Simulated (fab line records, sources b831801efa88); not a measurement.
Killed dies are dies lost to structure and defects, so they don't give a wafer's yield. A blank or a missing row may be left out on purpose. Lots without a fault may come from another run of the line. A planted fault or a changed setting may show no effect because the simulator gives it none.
A struck lot beside a sound one | flow sky130 | 15 steps out of a route of 708
Sound: wafers L799.1, L799.2, L799.5. Struck: wafers L790.1, L790.3, L790.4. The cause comes at the end.
At each step with rows: each side's tool, then ch and its chambers, then its first start. Under that, the readings that differ: sound wafers | struck wafers | difference of the means | sigmas: that difference in standard deviations of wafers without a fault.
alike: readings whose means differ by less than 2 such deviations, and words and numbers that are the same on both sides. not compared: withheld readings, readings that some wafer has no value for, bounds like >300 that may hide the same value, and numbers for which the record gives no deviation and whose values overlap.
The two part at a step that has a row with sigmas, a row that says differs or no value, or rows on one side only. Numbers that don't overlap but have no deviation are shown without sigmas and don't part them. A reading that every wafer of one side lacks parts them only if that side has two wafers or more.

first, 1 step without rows for these wafers: SKY_VIA2_CLEAN_19 (cleans in O3/DIW).
SKY_VIA2_SPUTTER_20: material TiN, target thk 20 nm, time 80 s.
  sound on pvd_sputter-01, day 41 21:59; struck on pvd_sputter-04, day 39 04:29
  alike: throttle_valve_pct
then, 1 step without rows for these wafers: SKY_VIA2_CVD_21 (deposits W, target thk 420 nm, time 126.4 s).
SKY_VIA2_RS_MEAS_22: measures by four-point-probe.
  sound on film_metro-03, day 41 22:11; struck on film_metro-03, day 39 04:41
  alike: VIA2_W_RS
SKY_VIA2_THK_MEAS_23: measures by xrf.
  sound on film_metro-03, day 41 22:18; struck on film_metro-03, day 39 04:48
  alike: VIA2_W_THK
then, 1 step without rows for these wafers: SKY_VIA2_CMP_24 (polishes, stops on SiO2, t overpolish 20 s, target thk 0 nm).
SKY_METAL3_SPUTTER_00: material Ti, target thk 15 nm, time 10 s.
  sound on pvd_sputter-04, day 41 22:40; struck on pvd_sputter-02, day 39 05:10
  alike: throttle_valve_pct
SKY_METAL3_SPUTTER_01: material TiN, target thk 20 nm, time 16.26 s.
  sound on pvd_sputter-04, day 41 22:41; struck on pvd_sputter-02, day 39 05:11
  alike: throttle_valve_pct
then, 3 steps without rows for these wafers: SKY_METAL3_SPUTTER_02 (material AlCu, target thk 735 nm, time 39.1 s); SKY_METAL3_SPUTTER_03 (material Ti, target thk 5 nm, time 3.3 s); SKY_METAL3_SPUTTER_04 (material TiN, target thk 70 nm, time 58.3 s).
SKY_CAPM_CVD_00: deposits SiO2, target thk 15.5 nm.
  sound on pecvd-04 ch 0,1, day 41 22:49; struck on pecvd-04 ch 1,2, day 39 05:19
  alike: heater_power_outer_w, heater_power_w
SKY_CAPM_THK_MEAS_01:
  sound on film_metro-01, day 41 22:51; struck on film_metro-02, day 39 05:21
  reading              | sound             | struck            | difference | sigmas
  CAPM_CVD_00_THK (nm) | 15.61 15.55 15.41 | 16.16 16.10 16.40 | +0.70      | +4
SKY_CAPM_SPUTTER_02: material TiN, target thk 200 nm, time 166.7 s.
  sound on pvd_sputter-03, day 41 22:55; struck on pvd_sputter-03, day 39 05:25
  alike: throttle_valve_pct
-- the record jumps here: 9 days lie between the struck wafers' starts before and after (it left off in module CAPM and takes up again in module PAD_OPEN, whose first step shown is number 708 of the route) --
SKY_PAD_OPEN_PROBE_99:
  sound on prober-01, day 50 01:38; struck on prober-02, day 48 01:05
  alike: defect_limited_yield, killed_at_M0_to_M3, killed_at_M4_up, killed_at_contacts, killed_at_front_end, killed_at_other, killed_dies, killed_open, killed_short, sort_bin_3_pad_short, sort_bin_5_function, sort_bin_6_memory, sort_n_pass, sort_yield_pct

WHERE THEY PART
Only at SKY_CAPM_THK_MEAS_01, within this record. Later steps at which nothing parts them and some readings are alike: SKY_CAPM_SPUTTER_02, SKY_PAD_OPEN_PROBE_99.

WHY: what the simulator had put in
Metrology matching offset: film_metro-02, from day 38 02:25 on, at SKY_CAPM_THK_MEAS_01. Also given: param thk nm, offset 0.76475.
